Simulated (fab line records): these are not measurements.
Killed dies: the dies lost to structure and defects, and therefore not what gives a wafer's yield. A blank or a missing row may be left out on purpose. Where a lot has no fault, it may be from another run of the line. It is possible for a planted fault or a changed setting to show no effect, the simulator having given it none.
One fault seen from 2 desks    flow sky130    each desk has only its own numbers; what lay behind them comes last

## THE METROLOGY DESK
Means of the sampled wafers that have a number, per lot and without regard to the tool the lot ran on: this is what the gauges read. Marked OUT: a lot whose mean sits more than 4 standard deviations from the usual mean, which makes it out of limits; the brackets give that distance.
Columns: A = SONOS_ONO_CVD_04_THK at SKY_SONOS_ONO_THK_MEAS_05, usual 5.73 nm; B = GATE_OXIDE_TW at SKY_GATE_OXIDE_TW_MEAS_14, usual 226.3
lot   first seen here  A     B
L983  day 11 23:32     5.75  224.4
L984  day 12 20:38     5.72  228.5
L985  day 12 23:26     5.72  223.1
L987  day 13 14:29     5.62  222.4
L988  day 14 04:55     5.79  225.1
L996  day 16 08:43     5.70  229.1
L997  day 16 15:46     5.82  229.5
L999  day 17 05:14     5.84  223.9
L100  day 17 10:13     5.86  229.3
L101  day 17 17:44     5.89  226.3
L102  day 18 08:23     5.59  223.0
L103  day 18 14:19     5.62  226.7
L104  day 18 23:28     5.75  230.1
This desk's finding: nothing out of limits on any of the 13 lots.

## FOR THE TOOL OWNER'S DESK: implanter-02
For each lot that ran on this tool, the mean over its sampled wafers that have a number, from the tool's own readings at SKY_LDD_N_IMPLANT_10. Marked OUT: a lot whose mean sits more than 4 standard deviations from the usual mean, which makes it out of limits; the brackets give that distance.
Columns: A = doseIonsCm2 at SKY_LDD_N_IMPLANT_10, usual 7.501e+13
lot   first seen here  A
L983  day 18 02:47     7.506e+13
L984  day 19 01:30     7.503e+13
L987  day 20 02:45     7.503e+13
L996  day 23 16:15     7.322e+13 (-20) OUT
L997  day 23 18:36     7.319e+13 (-20) OUT
This desk's finding: out of limits on L996, L997; first on L996, day 23 16:15 (doseIonsCm2 at SKY_LDD_N_IMPLANT_10). In limits: L983, L984, L987.

## ALL TOGETHER
The tool owner's desk had the chance to raise an alarm at day 23 16:15 on L996, L997.
Nothing out of limits was seen by the metrology desk.
The metrology desk holds a record of L996, L997, inside its limits.
The lots listed all ran SKY_LDD_N_IMPLANT_10 on implanter-02.

## WHAT THE SIMULATOR HAD INSERTED
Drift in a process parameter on implanter-02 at SKY_LDD_N_IMPLANT_10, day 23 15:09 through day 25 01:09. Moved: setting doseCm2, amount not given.
Shown lots that were struck: L996, L997.
Time in hours from fault onset to the first out-of-limits reading at each desk: the tool owner's desk, 1.
